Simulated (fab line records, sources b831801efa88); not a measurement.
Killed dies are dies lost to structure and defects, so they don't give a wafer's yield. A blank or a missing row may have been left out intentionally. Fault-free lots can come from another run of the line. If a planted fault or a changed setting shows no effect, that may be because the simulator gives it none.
Which tool is to blame?	flow sky130	12 lots with 34 wafers sampled at 5 steps, on a route of 708 steps

== WHAT THE GAUGES READ, wafer by wafer ==
SKY_RES_PROTECT_TW_MEAS_08. Usual: POLY_GATE_TW gives 4050 (standard deviation 23).
lot	measured	on	POLY_GATE_TW	flag
L916	day 15 09:46	film_metro-01	4061 4060 4044	
L919	day 16 10:08	film_metro-04	4061 4064 4049	
L920	day 17 01:49	film_metro-01	4084 4052 4051	
L922	day 17 17:25	film_metro-01	4044 4072 4059	
L921	day 17 19:14	film_metro-03	4000 4013 4021	
L924	day 18 00:07	film_metro-01	4061 4062 4066	
L927	day 19 21:24	film_metro-03	4016 4023	
L929	day 20 04:56	film_metro-01	4039 4038	
L935	day 22 01:26	film_metro-04	4083 4085 4070	
L937	day 22 13:07	film_metro-04	4064 4065 4077	
L938	day 22 17:43	film_metro-03	4034 4053 4021	
L939	day 23 03:19	film_metro-03	4031 4054 4052	

SKY_LDD_LDN_OVL_MEAS_07. Usual: LDD_LDN_OVL gives 0.4 nm (standard deviation 1.3).
lot	measured	on	LDD_LDN_OVL (nm)	flag
L916	day 23 14:53	overlay-02	-0.6 1.4 -1.2	
L919	day 24 08:47	overlay-02	1.2 -0.1 1.0	
L920	day 24 23:11	overlay-01	2.8 -0.8 0.5	
L922	day 25 15:19	overlay-02	1.8 1.5 0.5	
L921	day 25 18:47	overlay-02	-0.8 0.7 -0.8	
L924	day 25 22:32	overlay-02	-1.2 -0.8 -1.2	
L927	day 27 17:19	overlay-02	-0.6 -0.2	
L929	day 27 23:02	overlay-02	-0.2 0.6	
L935	day 29 17:15	overlay-01	1.7 0.3 1.4	
L937	day 30 04:26	overlay-01	0.2 1.0 0.8	
L938	day 30 07:25	overlay-02	1.3 2.9 0.5	
L939	day 30 15:47	overlay-02	2.7 3.1 2.8	

SKY_VIA3_CD_MEAS_12 targets a cd of 200 nm. Usual: cd_nm reads 200.5 nm (standard deviation 1.3).
lot	measured	on	cd_nm (nm)	flag
L916	day 40 07:16	cd_sem-02	200.6 202.0 200.1	
L919	day 40 22:41	cd_sem-01	201.7 200.7 199.3	
L920	day 41 09:29	cd_sem-02	201.8 202.6 201.0	
L922	day 41 22:31	cd_sem-01	198.6 198.4 199.0	
L921	day 42 02:41	cd_sem-02	199.4 199.7 199.1	
L924	day 42 06:38	cd_sem-02	200.7 199.2 200.1	
L927	day 43 12:54	cd_sem-01	199.5 153.3 199.2 153.0	OFF
L929	day 43 18:37	cd_sem-01	153.6 154.6 153.3 154.6	OFF
L935	day 45 05:38	cd_sem-01	200.2 199.7 200.1	
L937	day 45 11:37	cd_sem-02	200.5 201.6 200.0	
L938	day 45 14:28	cd_sem-02	197.7 199.2 199.1	
L939	day 46 00:09	cd_sem-02	202.2 200.3 202.3	

== WHAT TOOL EACH LOT RAN ON (gives the tool, then ch and the chambers of the sampled wafers, and finally the start) ==
lot	SKY_LI_CONTACT_SPUTTER_20	SKY_VIA3_EXPOSE_09
L916	pvd_sputter-03, day 29 21:38	krf_scanner-02 ch 0, day 39 19:26
L919	pvd_sputter-03, day 30 15:47	krf_scanner-02 ch 0, day 40 10:17
L920	pvd_sputter-03, day 31 03:00	krf_scanner-01 ch 0, day 40 22:11
L922	pvd_sputter-03, day 31 19:11	krf_scanner-01 ch 0, day 41 10:53
L921	pvd_sputter-03, day 31 23:07	krf_scanner-02 ch 0, day 41 15:05
L924	pvd_sputter-04, day 32 01:43	krf_scanner-02 ch 0, day 41 19:10
L927	pvd_sputter-04, day 33 16:21	krf_scanner-01 ch 0, day 43 01:49
L929	pvd_sputter-04, day 33 21:06	krf_scanner-01 ch 0, day 43 07:10
L935	pvd_sputter-04, day 35 14:03	krf_scanner-02 ch 0, day 44 18:44
L937	pvd_sputter-01, day 36 00:06	krf_scanner-02 ch 0, day 45 01:22
L938	pvd_sputter-03, day 36 03:00	krf_scanner-02 ch 0, day 45 03:57
L939	pvd_sputter-04, day 36 12:21	krf_scanner-02 ch 0, day 45 13:50
- SKY_LI_CONTACT_SPUTTER_20: material TiN, target thk 20 nm, time 80 s.
- SKY_VIA3_EXPOSE_09: exposes mask VIM3, target cd 200 nm.

== AS READ BY THE TOOLS THEMSELVES (means over the sampled wafers that have a number; for cases with no such wafer, the mark the record gives instead) ==
SKY_LI_CONTACT_SPUTTER_20. Usual: cathode_dc_power_W 4000.0 W, standard deviation 0.75; throttle_valve_pct 29.4 %, standard deviation 1.1.
lot	tool	cathode_dc_power_W (W)	throttle_valve_pct (%)	flag
L916	pvd_sputter-03	4000.7	28.6	
L919	pvd_sputter-03	4000.3	27.9	
L920	pvd_sputter-03	3999.7	29.3	
L922	pvd_sputter-03	3999.6	27.7	
L921	pvd_sputter-03	4000.9	28.7	
L924	pvd_sputter-04	3999.5	30.5	
L927	pvd_sputter-04	4000.5	30.4	
L929	pvd_sputter-04	3999.8	30.1	
L935	pvd_sputter-04	4000.5	30.2	
L937	pvd_sputter-01	3999.9	29.2	
L938	pvd_sputter-03	3999.8	29.3	
L939	pvd_sputter-04	3999.4	30.5	

SKY_VIA3_EXPOSE_09. Usual: exposure_dose_mJ_cm2 reads 38.35 (standard deviation 0.27).
lot	tool	exposure_dose_mJ_cm2	flag
L916	krf_scanner-02	38.14	
L919	krf_scanner-02	38.11	
L920	krf_scanner-01	38.59	
L922	krf_scanner-01	38.64	
L921	krf_scanner-02	38.09	
L924	krf_scanner-02	38.08	
L927	krf_scanner-01	38.62	
L929	krf_scanner-01	38.64	
L935	krf_scanner-02	38.05	
L937	krf_scanner-02	38.10	
L938	krf_scanner-02	38.10	
L939	krf_scanner-02	38.08	

== THE ANSWER, worked out from the rows above alone ==
Rule: a lot counts as off when the mean over its wafers that have a number is more than 3 standard deviations away from the usual mean. A lot without any number at a reading at which 4 lots or more have one is off too. All remaining lots with rows at the step are treated as sound. First the gauges in route order, then the tools' own readings, where a lot's mean is used as printed above. At the first step where some lot is off, the reading lying furthest off is the one used; lots without a number count as furthest.
Off, at SKY_VIA3_CD_MEAS_12 on cd_nm: L927, L929.
A tool fits if, at a process step before that reading, it ran every lot that is off, and no sound lot after the first of them. Those tools and the gauges at SKY_VIA3_CD_MEAS_12 are tried in the same way. One candidate fits, namely krf_scanner-01 at SKY_VIA3_EXPOSE_09. Its last sound lot is L922 (day 41 10:53), its first lot that is off L927 (day 43 01:49): a fault that began between those two fits.

== WHAT HAD BEEN PUT IN BY THE SIMULATOR ==
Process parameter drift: krf_scanner-01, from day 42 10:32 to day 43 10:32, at SKY_VIA3_EXPOSE_09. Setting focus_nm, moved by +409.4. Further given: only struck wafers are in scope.
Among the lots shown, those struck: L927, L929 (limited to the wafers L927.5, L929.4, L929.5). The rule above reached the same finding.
